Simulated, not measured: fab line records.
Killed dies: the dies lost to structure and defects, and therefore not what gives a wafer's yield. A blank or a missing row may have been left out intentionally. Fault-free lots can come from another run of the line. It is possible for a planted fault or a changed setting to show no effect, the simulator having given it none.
What tool caused it?	flow gf180mcu	39 wafers from 13 lots sampled at 4 of the route's 602 steps

== WHAT THE GAUGES SHOWED, per wafer ==
GF_VT_IMPLANT_TW_MEAS_21.
lot	measured	on	VT_IMPLANT_2_TW
L734	day 6 07:25	film metro-03	1220 1223 1224
L735	day 6 10:59	film metro-02	1221 1233 1230
L736	day 6 19:34	film metro-02	1220 1226 1222
L737	day 7 02:11	film metro-03	1222 1224 1223
L738	day 7 05:44	film metro-02	1218 1225 1216
L740	day 7 23:25	film metro-03	1221 1225 1225
L748	day 10 00:04	film metro-02	1245 1246 1241
L750	day 10 12:02	film metro-02	1240 1245 1247
L751	day 10 20:16	film metro-02	1221 1225 1224
L752	day 10 23:52	film metro-03	1217 1221 1218
L753	day 11 09:29	film metro-02	1227 1225 1225
L754	day 11 18:38	film metro-02	1235 1232 1231
L756	day 12 02:03	film metro-02	1219 1224 1229

GF_V3_THK_MEAS_03.
lot	measured	on	V3_CVD_02_THK (nm)
L734	day 21 13:16	film metro-02	848 851 847
L735	day 21 19:43	film metro-02	842 853 869
L736	day 22 07:31	film metro-01	833 855 871
L737	day 22 15:41	film metro-04	833 848 844
L738	day 22 22:47	film metro-01	824 846 859
L740	day 23 23:51	film metro-04	845 861 869
L748	day 26 14:43	film metro-01	853 862 848
L750	day 26 22:39	film metro-04	820 830 830
L751	day 27 09:53	film metro-02	830 836 850
L752	day 27 11:21	film metro-01	841 855 854
L753	day 27 20:49	film metro-01	838 854 852
L754	day 28 10:18	film metro-01	839 833 842
L756	day 28 18:50	film metro-04	836 865 844

== WHICH TOOL RAN EACH LOT (tool, then ch and the chambers of the sampled wafers, then the start) ==
lot	GF_VT_IMPLANT_IMPLANT_19	GF_M3_SPUTTER_00
L734	implanter-03 ch 0, day 6 07:10	pvd sputter-01, day 20 11:36
L735	implanter-03 ch 0, day 6 10:43	pvd sputter-03, day 20 18:40
L736	implanter-01 ch 0, day 6 19:19	pvd sputter-01, day 21 06:47
L737	implanter-03 ch 0, day 7 01:56	pvd sputter-01, day 21 14:52
L738	implanter-03 ch 0, day 7 05:31	pvd sputter-03, day 21 22:19
L740	implanter-02 ch 0, day 7 23:10	pvd sputter-01, day 23 00:30
L748	implanter-03 ch 0, day 9 23:49	pvd sputter-03, day 25 16:59
L750	implanter-03 ch 0, day 10 11:49	pvd sputter-03, day 26 00:17
L751	implanter-01 ch 0, day 10 20:01	pvd sputter-01, day 26 12:22
L752	implanter-01 ch 0, day 10 23:38	pvd sputter-04, day 26 13:41
L753	implanter-01 ch 0, day 11 09:14	pvd sputter-04, day 26 23:27
L754	implanter-02 ch 0, day 11 18:23	pvd sputter-04, day 27 13:02
L756	implanter-01 ch 0, day 12 01:50	pvd sputter-04, day 27 22:30
- GF_VT_IMPLANT_IMPLANT_19
- GF_M3_SPUTTER_00: material Ti, target thk 37.5 nm, time 150 s.

== WHAT THE TOOLS THEMSELVES READ (means of the sampled wafers that have a number; where no wafer has one, the mark that the record gives instead) ==
GF_VT_IMPLANT_IMPLANT_19.
lot	tool	beam energy keV	dose ions cm2
L734	implanter-03	99.99	4.34e+12
L735	implanter-03	100.01	4.35e+12
L736	implanter-01	99.99	4.35e+12
L737	implanter-03	99.99	4.35e+12
L738	implanter-03	100.02	4.35e+12
L740	implanter-02	100.02	4.36e+12
L748	implanter-03	107.06	4.35e+12
L750	implanter-03	107.03	4.35e+12
L751	implanter-01	100.04	4.34e+12
L752	implanter-01	100.03	4.35e+12
L753	implanter-01	99.96	4.35e+12
L754	implanter-02	100.01	4.35e+12
L756	implanter-01	99.97	4.36e+12

GF_M3_SPUTTER_00.
lot	tool	throttle valve pct (%)
L734	pvd sputter-01	29.7
L735	pvd sputter-03	30.6
L736	pvd sputter-01	30.6
L737	pvd sputter-01	30.0
L738	pvd sputter-03	28.8
L740	pvd sputter-01	29.5
L748	pvd sputter-03	28.6
L750	pvd sputter-03	29.9
L751	pvd sputter-01	30.3
L752	pvd sputter-04	30.3
L753	pvd sputter-04	29.9
L754	pvd sputter-04	29.7
L756	pvd sputter-04	29.8

== THE ANSWER, worked out from the rows above alone ==
Rule: usual is defined by the lots themselves. Put in order of their means at a reading, lots are off if they are a third of the lots or fewer, leave a main group of 4 or more, and stand apart from it by a gap of 3 or more times the standard deviation of the main group's means; of several such gaps the widest counts. If all means in a main group match to the digits the tables above print for the reading, that group is not used. Also off: a lot with no number at a reading for which 4 or more lots have one. All remaining lots with rows at the step are treated as sound. After the gauges, taken in route order, come the tools' own readings; for these a lot's mean is taken, as printed above. The first step at which some lot is off is used, and at that step the reading that is off furthest; a lot without a number counts as furthest.
Off: at GF_VT_IMPLANT_TW_MEAS_21 (VT_IMPLANT_2_TW), L748, L750. Mean 1224 and standard deviation 3.7 in the main group.
A tool fits if, at a process step before that reading, it ran every lot that is off, and no sound lot after the first of them. The gauges at GF_VT_IMPLANT_TW_MEAS_21 aren't tried: what is off there is off at GF_VT_IMPLANT_IMPLANT_19 too, on other tools, and a gauge's error can't cause that. One candidate fits, namely implanter-03 at GF_VT_IMPLANT_IMPLANT_19. Its last sound lot is L738 (day 7 05:31), its first lot that is off L748 (day 9 23:49): a fault that began between those two fits.
On the lots that are off, the tool's own readings at GF_VT_IMPLANT_IMPLANT_19 differ by more than 5 times the standard deviation of the sound lots' means, which bears it out; beam energy keV reads 107.05 there versus 100.00 on the sound lots.

== WHAT THE SIMULATOR HAD INSERTED ==
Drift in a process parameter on implanter-03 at GF_VT_IMPLANT_IMPLANT_19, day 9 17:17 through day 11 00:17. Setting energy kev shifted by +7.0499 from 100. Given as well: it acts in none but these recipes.
Shown lots that were struck: L748, L750. The rule given above showed the same thing.
